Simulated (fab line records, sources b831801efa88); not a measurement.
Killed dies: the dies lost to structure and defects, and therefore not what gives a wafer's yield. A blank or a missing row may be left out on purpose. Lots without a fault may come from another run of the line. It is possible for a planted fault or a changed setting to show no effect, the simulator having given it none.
What tool caused it? ; flow sky130 ; 6 lots, 17 wafers sampled, at 1 step of a route of 708

== WHAT THE GAUGES READ, wafer by wafer ==
SKY_SD_P_OVL_MEAS_08.
lot;measured;on;SD_P_OVL (nm)
L455;day 25 06:58;overlay-02;-2.6 -1.0 -2.1
L458;day 27 04:16;overlay-01;-1.4 -1.3 -1.1
L460;day 30 18:13;overlay-01;-0.8 -1.3 -2.5
L462;day 30 20:32;overlay-01;-0.2 0.0 -1.4
L470;day 31 06:58;overlay-01;0.3 -0.6
L477;day 32 09:49;overlay-02;-0.3 0.0 -1.1

== WHAT TOOL EACH LOT RAN ON (gives the tool, then ch and the chambers of the sampled wafers, and finally the start) ==
Record: no process step prior to these readings.

== THE ANSWER, worked out from the rows above alone ==
Rule: usual is defined by the lots themselves. Put in order of their means at a reading, lots are off if they are a third of the lots or fewer, leave a main group of 4 or more, and stand apart from it by a gap of 3 or more times the standard deviation of the main group's means; of several such gaps the widest counts. Not used: any main group whose means are identical at the precision the tables above print for the reading. A lot without any number at a reading at which 4 lots or more have one is off too. The other lots that the step has rows for count as sound.
No lot is off on any of the readings shown, so nothing can be concluded from this.

== WHAT THE SIMULATOR PUT IN ==
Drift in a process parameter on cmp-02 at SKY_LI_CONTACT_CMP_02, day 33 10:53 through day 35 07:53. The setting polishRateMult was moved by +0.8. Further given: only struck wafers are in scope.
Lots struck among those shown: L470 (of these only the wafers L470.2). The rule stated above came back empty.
